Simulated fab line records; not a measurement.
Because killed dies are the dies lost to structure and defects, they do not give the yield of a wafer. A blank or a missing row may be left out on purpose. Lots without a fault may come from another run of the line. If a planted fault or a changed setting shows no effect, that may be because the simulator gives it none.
Comparing a struck lot with a sound one -- flow sky130 -- 21 steps out of a route of 708
Sound: wafers L682.2, L682.3, L682.4. Wafers struck: L688.1, L688.2, L688.3. The cause is named last.
For every step that has rows: the tool of each side, followed by ch and its chambers, followed by its first start. Under that, the readings that differ: sound wafers -- struck wafers -- difference of the means -- sigmas: that difference in standard deviations of wafers without a fault.
alike: same words and numbers on both sides, and readings whose means sit less than 2 such deviations apart. not compared: any withheld reading, any reading some wafer has no value for, any bound like >300 that may hide the same value, and any number with overlapping values for which the record gives no deviation.
The two part at a step that has a row with sigmas, a row that says differs or no value, or rows on one side only. When numbers do not overlap yet have no deviation, they are printed without sigmas and do not part them. A reading that every wafer of one side lacks parts them only if that side has two wafers or more.

first, 1 step without rows for these wafers: SKY_LDD_LDN_IMPLANT_11.
SKY_LDD_LDN_STRIP_12: strips in O2/N2.
  sound on plasma_asher-01 ch 0,1, day 23 22:19; struck on plasma_asher-01 ch 0,1, day 26 12:46
  alike: drypump_motor_current_A, oes_product_au, strip_time_to_endpoint_s
  not compared: rf_hours_counter_h
SKY_LDD_LDN_TW_MEAS_13:
  struck on film_metro-02, day 26 12:52; sound on film_metro-01, day 23 22:25
  alike: LDD_LDN_TW
then, 2 steps without rows for these wafers: SKY_LDD_LDN_CLEAN_14 (cleans in SC1/SC2, time 150 s); SKY_SPACER_CVD_00 (deposits Si3N4 from DCS/NH3, target thk 43.1 nm, time 740 s).
SKY_SPACER_THK_MEAS_01:
  struck on film_metro-01, day 26 14:11; sound on film_metro-03, day 23 23:44
reading,sound,struck,difference,sigmas
SPACER_CVD_00_THK (nm),43.5 43.1 43.4,42.6 42.3 42.4,-0.9,-2
SKY_SPACER_ETCHBACK_02: etches Si3N4 in CH3F/O2, stops on SiO2, time 46.7 s, target depth 45 nm.
  sound on rie_diel-02 ch 0,1,3, day 23 23:47; struck on rie_diel-01 ch 0,1,3, day 26 14:15
  alike: bias_w, drypump_motor_current_A, oes_product_au, rf_fwd_power_W, throttle_valve_pct
  not compared: rf_hours_counter_h
then, 5 steps without rows for these wafers: SKY_POLY_CUT_DEHYDRATE_00 (time 60 s); SKY_POLY_CUT_HMDS_01 (prime time 60 s); SKY_POLY_CUT_COAT_02 (resist thk 60 nm); SKY_POLY_CUT_COAT_03 (resist thk 450 nm); SKY_POLY_CUT_SOFTBAKE_04 (time 90 s).
SKY_POLY_CUT_EXPOSE_05: exposes mask NPCM, target cd 270 nm.
  sound on krf_scanner-01 ch 0, day 24 14:20; struck on krf_scanner-01 ch 0, day 27 04:17
  alike: mask, reticle_temp_C
then, 2 steps without rows for these wafers: SKY_POLY_CUT_PEB_06; SKY_POLY_CUT_DEVELOP_07 (develop time 60 s).
SKY_POLY_CUT_CD_MEAS_08 targets a cd of 270 nm.
  struck on cd_sem-02, day 27 18:50; sound on cd_sem-01, day 25 05:01
reading,sound,struck,difference,sigmas
cd_nm (nm),270.9 272.4 270.5,269.6 266.2 265.9,-4.0,-3
SKY_POLY_CUT_OVL_MEAS_09:
  struck on overlay-02, day 27 18:58; sound on overlay-01, day 25 05:07
  alike: POLY_CUT_OVL
SKY_POLY_CUT_ETCH_10: etches BARC in N2/H2, stops on SiO2, time 45.9 s, target depth 60 nm.
  sound on rie_diel-01 ch 0,1,3, day 25 05:09; struck on rie_diel-02 ch 0,1,3, day 27 19:00
reading,sound,struck,difference,sigmas
model.POLY_CUT.cd_nm (nm),272.2 272.7 270.5,269.7 266.8 267.7,-3.7,
  alike: bias_w, drypump_motor_current_A, oes_product_au, rf_fwd_power_W, throttle_valve_pct
  not compared: rf_hours_counter_h
SKY_POLY_CUT_ETCH_11: etches Si3N4 in CF4/CH2F2/Ar, stops on poly-Si, time 42.5 s, target depth 60 nm.
  sound on rie_diel-01 ch 0,1,3, day 25 05:11; struck on rie_diel-02 ch 0,1,3, day 27 19:02
reading,sound,struck,difference,sigmas
model.POLY_CUT.cd_nm (nm),272.1 272.8 270.5,269.6 266.9 267.8,-3.7,
  alike: bias_w, ch2f2_flow_sccm, drypump_motor_current_A, oes_product_au, rf_fwd_power_W, throttle_valve_pct
  not compared: rf_hours_counter_h
SKY_POLY_CUT_STRIP_12: strips in O2/N2.
  sound on plasma_asher-03 ch 0,1, day 25 05:14; struck on plasma_asher-01 ch 0,1, day 27 19:05
  alike: drypump_motor_current_A, oes_product_au, strip_time_to_endpoint_s
  not compared: rf_hours_counter_h
-- here the record skips 20 days between the struck wafers' starts before and after, leaving off in module POLY_CUT and picking up in module PAD_OPEN (first step shown: number 708 of the route) --
SKY_PAD_OPEN_PROBE_99:
  struck on prober-01, day 48 04:35; sound on prober-01, day 46 10:08
  alike: killed_at_M0_to_M3, killed_at_M4_up, killed_at_contacts, killed_at_front_end, killed_at_other, killed_dies, killed_open, killed_short

## WHERE THEY PART
Last at SKY_POLY_CUT_CD_MEAS_08 as far as this record goes, first at SKY_SPACER_THK_MEAS_01. Later steps at which nothing parts them and some readings are alike: SKY_POLY_CUT_OVL_MEAS_09, SKY_POLY_CUT_ETCH_10, SKY_POLY_CUT_ETCH_11, SKY_POLY_CUT_STRIP_12, SKY_PAD_OPEN_PROBE_99.

WHY: what the simulator had put in
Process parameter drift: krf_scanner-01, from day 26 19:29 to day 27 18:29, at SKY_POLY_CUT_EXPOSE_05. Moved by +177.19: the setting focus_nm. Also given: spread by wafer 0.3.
